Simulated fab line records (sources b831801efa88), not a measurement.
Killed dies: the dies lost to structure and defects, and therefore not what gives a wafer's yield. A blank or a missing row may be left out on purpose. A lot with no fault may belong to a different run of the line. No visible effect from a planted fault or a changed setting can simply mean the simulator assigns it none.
Which tool is to blame? :: flow sky130 :: 11 lots with 33 wafers sampled at 2 steps, on a route of 708 steps

## WHAT EACH GAUGE READ, for each wafer
SKY_VIA4_THK_MEAS_20: measures by xrf.
lot: L849
measured: day 43 00:37
on: film metro-02
VIA4_W_THK (nm): 490 490 485

lot: L851
measured: day 43 17:28
on: film metro-04
VIA4_W_THK (nm): 495 490 498

lot: L853
measured: day 44 10:26
on: film metro-04
VIA4_W_THK (nm): 500 504 496

lot: L855
measured: day 44 21:41
on: film metro-04
VIA4_W_THK (nm): 485 494 485

lot: L856
measured: day 44 21:01
on: film metro-02
VIA4_W_THK (nm): 505 507 502

lot: L858
measured: day 45 23:36
on: film metro-01
VIA4_W_THK (nm): 503 509 510

lot: L865
measured: day 47 12:02
on: film metro-04
VIA4_W_THK (nm): 487 492 493

lot: L866
measured: day 47 13:45
on: film metro-02
VIA4_W_THK (nm): 515 504 505

lot: L868
measured: day 48 04:20
on: film metro-02
VIA4_W_THK (nm): 501 506 501

lot: L869
measured: day 48 08:44
on: film metro-02
VIA4_W_THK (nm): 497 499 495

lot: L872
measured: day 48 19:44
on: film metro-01
VIA4_W_THK (nm): 500 496 497

## WHICH TOOL RAN EACH LOT (tool, then ch and the chambers of the sampled wafers, then the start)
lot: L849
SKY_VT_ADJUST_HVTR_STRIP_10: plasma asher-02 ch 0,1, day 9 13:13

lot: L851
SKY_VT_ADJUST_HVTR_STRIP_10: plasma asher-02 ch 0,1, day 10 03:14

lot: L853
SKY_VT_ADJUST_HVTR_STRIP_10: plasma asher-01 ch 0,1, day 10 22:01

lot: L855
SKY_VT_ADJUST_HVTR_STRIP_10: plasma asher-04 ch 0,1, day 11 12:23

lot: L856
SKY_VT_ADJUST_HVTR_STRIP_10: plasma asher-02 ch 0,1, day 11 17:04

lot: L858
SKY_VT_ADJUST_HVTR_STRIP_10: plasma asher-04 ch 0,1, day 12 12:05

lot: L865
SKY_VT_ADJUST_HVTR_STRIP_10: plasma asher-04 ch 0, day 14 13:46

lot: L866
SKY_VT_ADJUST_HVTR_STRIP_10: plasma asher-04 ch 1, day 14 18:43

lot: L868
SKY_VT_ADJUST_HVTR_STRIP_10: plasma asher-02 ch 0,1, day 15 13:34

lot: L869
SKY_VT_ADJUST_HVTR_STRIP_10: plasma asher-02 ch 0,1, day 15 19:13

lot: L872
SKY_VT_ADJUST_HVTR_STRIP_10: plasma asher-01 ch 0,1, day 16 13:53
- SKY_VT_ADJUST_HVTR_STRIP_10: strips in O2/N2.

## WHAT THE TOOLS THEMSELVES READ (means of the sampled wafers that have a number; where no wafer has one, the mark that the record gives instead)
SKY_VT_ADJUST_HVTR_STRIP_10.
lot: L849
tool: plasma asher-02
chamber pressure mTorr (mTorr): 1500.8
drypump motor current A (A): 5.7
oes product au (a.u.): 0.711
strip time to endpoint s (s): 14.13

lot: L851
tool: plasma asher-02
chamber pressure mTorr (mTorr): 1500.4
drypump motor current A (A): 5.4
oes product au (a.u.): 0.712
strip time to endpoint s (s): 14.21

lot: L853
tool: plasma asher-01
chamber pressure mTorr (mTorr): 1499.2
drypump motor current A (A): 5.4
oes product au (a.u.): 0.717
strip time to endpoint s (s): 14.12

lot: L855
tool: plasma asher-04
chamber pressure mTorr (mTorr): 1500.2
drypump motor current A (A): 5.3
oes product au (a.u.): 0.711
strip time to endpoint s (s): 14.14

lot: L856
tool: plasma asher-02
chamber pressure mTorr (mTorr): 1501.0
drypump motor current A (A): 5.6
oes product au (a.u.): 0.715
strip time to endpoint s (s): 14.16

lot: L858
tool: plasma asher-04
chamber pressure mTorr (mTorr): 1500.1
drypump motor current A (A): 5.3
oes product au (a.u.): 0.713
strip time to endpoint s (s): 14.19

lot: L865
tool: plasma asher-04
chamber pressure mTorr (mTorr): 1500.0
drypump motor current A (A): 5.1
oes product au (a.u.): 0.714
strip time to endpoint s (s): 14.20

lot: L866
tool: plasma asher-04
chamber pressure mTorr (mTorr): 1500.7
drypump motor current A (A): 5.6
oes product au (a.u.): 0.713
strip time to endpoint s (s): 14.18

lot: L868
tool: plasma asher-02
chamber pressure mTorr (mTorr): 1500.6
drypump motor current A (A): 5.4
oes product au (a.u.): 0.719
strip time to endpoint s (s): 14.16

lot: L869
tool: plasma asher-02
chamber pressure mTorr (mTorr): 1500.4
drypump motor current A (A): 5.7
oes product au (a.u.): 0.714
strip time to endpoint s (s): 14.16

lot: L872
tool: plasma asher-01
chamber pressure mTorr (mTorr): 1500.6
drypump motor current A (A): 5.4
oes product au (a.u.): 0.714
strip time to endpoint s (s): 14.16

## THE ANSWER, worked out from the rows above alone
Rule: what is usual is taken from the lots themselves. The widest of any qualifying gaps counts: lots, ordered by their means at a reading, are off when they make up no more than a third of the lots, leave a main group of 4 or more, and stand apart from it by 3 or more times the standard deviation of that group's means. A main group whose means are all the same, to the digits that the tables above print for the reading, isn't used. Also off: a lot with no number at a reading for which 4 or more lots have one. Any other lot the step has rows for is counted as sound. Order of review: gauges by route order, followed by the tools' own readings, for which a lot's mean as printed above is used. The first step at which some lot is off is used, and at that step the reading that is off furthest; a lot without a number counts as furthest.
No lot is off on any of the readings shown, so nothing can be concluded from this.

## WHAT WAS PUT IN BY THE SIMULATOR
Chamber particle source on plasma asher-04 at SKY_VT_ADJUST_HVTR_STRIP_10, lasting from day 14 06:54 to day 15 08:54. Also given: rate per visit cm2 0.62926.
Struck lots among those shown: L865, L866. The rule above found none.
